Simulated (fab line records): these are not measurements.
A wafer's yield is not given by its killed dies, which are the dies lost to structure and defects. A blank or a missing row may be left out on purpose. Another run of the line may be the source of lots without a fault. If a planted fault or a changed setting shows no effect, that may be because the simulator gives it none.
Code-filled problem report in 8D (eight disciplines) form | flow gf180mcu | the parts of the form that need people (team, actions taken, sign-off) are left out

== 1. WHAT IS WRONG ==
tilt_deg at GF_MVSD_IMPLANT_09 reads a mean of 6.731 degrees on 9 wafers of 3 lots; wafers without a fault read -0.004 degrees with a standard deviation of 0.018. That is +99 or more standard deviations from the usual mean.
First seen on wafer L802.1, day 6 03:29, on implanter-03. At this step, 42 wafers from 14 lots have a number in the record. Rule for "out" (also "out of limits"): further than 4 standard deviations from the usual mean. The other wafers with a number count as sound.

== 2. WHAT IT IS, AND WHAT IT ISN'T ==
question                    | is                     | is not
which readings at this step | tilt_deg               | -
which lots                  | L802, L803, L806       | L795, L796, L799, L800, L801, L812, L813, L815, L816, L817, L818
which wafers of those lots  | all that have a number | -
read on which tools         | implanter-03           | implanter-01
when                        | from day 6 03:29       | up to then (15 sound wafers); but 18 sound wafers of L812, L813, L815, L816, L817, L818 came after

== 3. SUSPECTS, AND WHAT RULES EACH OUT ==
Counting: any tool at a process step up to the reading is kept as a suspect provided that every lot that is out went through it and no sound lot did after the first of them.
- implanter-03 at GF_MVSD_IMPLANT_09: kept. It processed each lot that is out, first L802 at day 6 03:29, and no sound lot thereafter; up to then, the last sound lot it processed was L801 at day 5 21:53. Its own readings are out on those wafers: tilt_deg.
The count leaves implanter-03 at GF_MVSD_IMPLANT_09.

== 4. THE CAUSE (what the simulator had put in) ==
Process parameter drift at GF_MVSD_IMPLANT_09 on implanter-03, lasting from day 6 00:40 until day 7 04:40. Setting tilt_deg shifted by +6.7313 from 0. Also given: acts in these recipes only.
The count eliminated every tool but this one.

== 5. THE EFFECT CHAIN, in route order ==
One row per reading whose mean, taken over the struck wafers that have a number, lies over 3 standard deviations from the usual. Readings are gone through only where the record gives a usual standard deviation; hours: the median, over the lots, of the time from a lot's start at the first step in this table giving one to that lot's start at this step; sigmas: the change measured in usual standard deviations.
hours | step               | reading  | usual          | on struck wafers | change | sigmas
0     | GF_MVSD_IMPLANT_09 | tilt_deg | -0.004 degrees | 6.731            | +6.735 | +99 or more
Its process steps:
- GF_MVSD_IMPLANT_09

== 6. HOW IT WOULD HAVE BEEN CAUGHT EARLIER ==
3 hours passed between the start of the fault at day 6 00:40 and the first reading out of limits in this record, taken at day 6 03:29.
